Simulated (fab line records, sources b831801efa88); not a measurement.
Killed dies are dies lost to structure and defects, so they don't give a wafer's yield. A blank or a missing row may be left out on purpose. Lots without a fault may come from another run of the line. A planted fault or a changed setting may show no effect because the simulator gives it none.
One fault seen from 2 desks | flow gf180mcu | each desk has only its own numbers; what lay behind them comes last

THE METROLOGY DESK
What the gauges read, lot by lot, whatever tool the lot ran on: means of the sampled wafers that have a number. A lot is out of limits, marked OUT, if its mean lies more than 4 standard deviations from the usual mean; the brackets give that distance. Of its 8 readings 7 are shown: those that lie furthest out on some lot.
Columns: A = DNWELL_TW at GF_DNWELL_TW_MEAS_09, usual 1346; B = NWELL_OVL at GF_NWELL_OVL_MEAS_07, usual -0.2 nm; C = NWELL_TW at GF_NWELL_TW_MEAS_11, usual 1583; D = LVPWELL_OVL at GF_LVPWELL_OVL_MEAS_07, usual -0.6 nm; E = MVSD_OVL at GF_MVSD_OVL_MEAS_07, usual 0.3 nm; F = MVSD_TW at GF_MVSD_TW_MEAS_11, usual 1586; G = NWELL_RS at GF_VT_IMPLANT_RS_MEAS_47, usual 487.8 ohm/sq
lot  | first seen here | A    | B    | C    | D    | E    | F    | G
L349 | day 3 18:43     | 1331 | 0.6  | 1554 | -1.6 | -0.5 | 1589 | 488.1
L353 | day 4 20:10     | 1346 | -1.0 | 1606 | 1.7  | 0.2  | 1593 | 488.1
L357 | day 5 15:53     | 1351 | -0.4 | 1601 | 0.3  | -1.5 | 1603 | 486.2
L359 | day 6 04:29     | 1332 | -1.1 | 1548 | 0.4  | -0.1 | 1553 | 484.8
L360 | day 6 11:50     | 1358 | 1.6  | 1579 | -0.1 | 0.9  | 1611 | 484.1
L367 | day 7 22:35     | 1336 | 2.4  | 1556 | -1.2 | 0.2  | 1609 | 488.1
This desk's finding: nothing out of limits on any of the 6 lots.

THE TOOL OWNER'S DESK: implanter-04
The tool's own readings at GF_NWELL_IMPLANT_08: means of the sampled wafers that have a number, for each lot that ran on this tool. A lot is out of limits, marked OUT, if its mean lies more than 4 standard deviations from the usual mean; the brackets give that distance.
Columns: A = beam_energy_keV at GF_NWELL_IMPLANT_08, usual 449.99
lot  | first seen here | A
L353 | day 5 10:16     | 449.90
L357 | day 6 06:45     | 450.05
L359 | day 6 20:11     | 469.18 (+99 or more) OUT
L360 | day 7 03:33     | 469.18 (+99 or more) OUT
This desk's finding: out of limits on L359, L360; first on L359, day 6 20:11 (beam_energy_keV at GF_NWELL_IMPLANT_08). In limits: L353, L357.

PUT TOGETHER
The tool owner's desk could have raised an alarm at day 6 20:11, on L359, L360.
The metrology desk saw nothing out of limits.
The metrology desk has L359, L360 on record, within its limits.
Of the lots named, all ran GF_NWELL_IMPLANT_08 on implanter-04.

WHAT THE SIMULATOR HAD PUT IN
Process parameter drift: implanter-04, from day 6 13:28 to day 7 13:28, at GF_NWELL_IMPLANT_08. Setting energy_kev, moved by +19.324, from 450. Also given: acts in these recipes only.
Lots struck among those shown: L359, L360.
Hours from the fault's start to each desk's first reading out of limits: the tool owner's desk, 7.
